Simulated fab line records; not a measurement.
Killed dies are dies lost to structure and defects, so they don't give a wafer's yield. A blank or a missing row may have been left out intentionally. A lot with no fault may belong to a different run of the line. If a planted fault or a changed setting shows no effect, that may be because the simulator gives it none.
The tool behind it: which one? ; flow sky130 ; at 1 step of a route of 708, 12 lots with 36 wafers sampled

WHAT THE GAUGES READ, wafer by wafer
SKY_SONOS_ONO_THK_MEAS_03.
lot;measured;on;SONOS_ONO_CVD_02_THK (nm)
L075;day 11 21:26;film-metro-04;10.33 10.17 10.40
L077;day 12 13:05;film-metro-01;10.59 10.78 10.80
L079;day 13 03:05;film-metro-03;10.60 10.34 10.29
L081;day 13 21:40;film-metro-04;10.64 10.67 10.66
L083;day 14 18:16;film-metro-01;10.60 10.62 10.49
L085;day 15 06:40;film-metro-01;10.55 10.52 10.44
L087;day 15 15:51;film-metro-03;10.60 10.58 10.67
L089;day 16 21:34;film-metro-03;10.68 10.66 10.74
L091;day 17 09:35;film-metro-03;10.57 10.71 10.62
L093;day 17 18:31;film-metro-03;10.45 10.47 10.48
L095;day 18 14:04;film-metro-03;10.70 10.62 10.55
L097;day 19 00:20;film-metro-01;10.43 10.61 10.57

WHICH TOOL RAN EACH LOT (tool, then ch and the chambers of the sampled wafers, then the start)
There is no process step in the record ahead of these readings.

THE ANSWER, worked out from the rows above alone
Rule: usual is defined by the lots themselves. The widest of any qualifying gaps counts: lots, ordered by their means at a reading, are off when they make up no more than a third of the lots, leave a main group of 4 or more, and stand apart from it by 3 or more times the standard deviation of that group's means. Not used: any main group whose means are identical at the precision the tables above print for the reading. A lot without any number at a reading at which 4 lots or more have one is off too. All remaining lots with rows at the step are treated as sound.
No lot is off at any reading shown: from this, nothing can be told.

WHAT HAD BEEN PUT IN BY THE SIMULATOR
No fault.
